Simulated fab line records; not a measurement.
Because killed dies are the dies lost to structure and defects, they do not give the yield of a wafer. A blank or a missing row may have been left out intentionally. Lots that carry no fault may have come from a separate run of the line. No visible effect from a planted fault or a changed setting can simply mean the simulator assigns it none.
A lot that was struck, set against a sound lot ; flow sky130 ; 15 out of 708 route steps
Sound: the wafers L215.3, L215.4, L215.5. Wafers L230.1, L230.2, L230.5 were the ones struck. At the end, the cause is stated.
For every step that has rows: the tool of each side, followed by ch and its chambers, followed by its first start. Under that, the readings that differ: sound wafers ; struck wafers ; difference of the means ; sigmas: that difference in standard deviations of wafers without a fault.
alike: words and numbers the same on both sides, and readings whose means are apart by under 2 such deviations; not compared: readings that were withheld, readings missing a value for some wafer, numbers with overlapping values and no deviation given by the record, and bounds like >300 which may hide the same value.
A row with sigmas, a row that says differs or no value, or rows on one side alone: a step with any of these is where the two part. Non-overlapping numbers with no deviation appear without sigmas and do not part them. A reading missing from all wafers of one side parts the sides only when that side holds two or more wafers.

first, 3 steps without rows for these wafers: SKY_CONTACT_STRIP_20 (strips in post etch residue remover, time 1200 s); SKY_CONTACT_CLEAN_21 (cleans in IPA, time 180 s); SKY_CONTACT_CLEAN_22 (cleans in O3/DIW).
SKY_CONTACT_SPUTTER_23: material TiN, target thk 20 nm, time 80 s.
  struck on pvd sputter-04, day 36 19:02; sound on pvd sputter-04, day 32 09:19
  alike: cathode dc power W, chamber pressure pa, throttle valve pct
then, 1 step without rows for these wafers: SKY_CONTACT_CVD_24 (deposits W, target thk 340 nm, time 102.12 s).
SKY_CONTACT_RS_MEAS_25: measurement is done with a four-point probe.
  struck on film metro-02, day 36 19:13; sound on film metro-03, day 32 09:32
  alike: CONTACT_W_RS
SKY_CONTACT_THK_MEAS_26: measures by xrf.
  struck on film metro-02, day 36 19:20; sound on film metro-03, day 32 09:38
  alike: CONTACT_W_THK
SKY_CONTACT_CMP_27: polishes, stops on SiO2, t overpolish 15 s, target thk 0 nm.
  sound on cmp-02 ch 0,1,3, day 32 09:46; struck on cmp-02 ch 0,3, day 36 19:23
  alike: motor current A, overpolish run s, slurry filter dp kPa, time to endpoint s
SKY_METAL1_SPUTTER_00: material Ti, target thk 15 nm, time 10 s.
  struck on pvd sputter-04, day 36 19:41; sound on pvd sputter-02, day 32 09:58
  alike: cathode dc power W, chamber pressure pa, throttle valve pct
SKY_METAL1_SPUTTER_01: material TiN, target thk 20 nm, time 16.7 s.
  struck on pvd sputter-04, day 36 19:43; sound on pvd sputter-02, day 32 09:59
  alike: cathode dc power W, chamber pressure pa, throttle valve pct
then, 1 step without rows for these wafers: SKY_METAL1_SPUTTER_02 (material AlCu, target thk 250 nm, time 13.3 s).
SKY_METAL1_SPUTTER_03: material Ti, target thk 5 nm, time 3.3 s.
  struck on pvd sputter-04, day 36 19:46; sound on pvd sputter-02, day 32 10:02
  alike: cathode dc power W, chamber pressure pa, throttle valve pct
SKY_METAL1_SPUTTER_04: material TiN, target thk 70 nm, time 58.3 s.
  struck on pvd sputter-04, day 36 19:47; sound on pvd sputter-02, day 32 10:04
  no value came back on the struck wafers for cathode dc power W (W), chamber pressure pa (Pa), throttle valve pct (%); on the sound wafers cathode dc power W (W) reads 6499.8 6501.9 6499.8
SKY_METAL1_THK_MEAS_06: measures by xrf.
  struck on film metro-01, day 36 19:57; sound on film metro-01, day 32 10:15
reading;sound;struck;difference;sigmas
METAL1_ALCU_THK (nm);250.0 251.7 251.2;285.9 288.3 285.9;+35.7;+12
then, 1 step without rows for these wafers: SKY_METAL1_DEHYDRATE_07 (time 60 s).

## WHERE THEY PART
At SKY_METAL1_SPUTTER_04 first; at SKY_METAL1_THK_MEAS_06 last (within this record only).

WHY: the cause the simulator had injected
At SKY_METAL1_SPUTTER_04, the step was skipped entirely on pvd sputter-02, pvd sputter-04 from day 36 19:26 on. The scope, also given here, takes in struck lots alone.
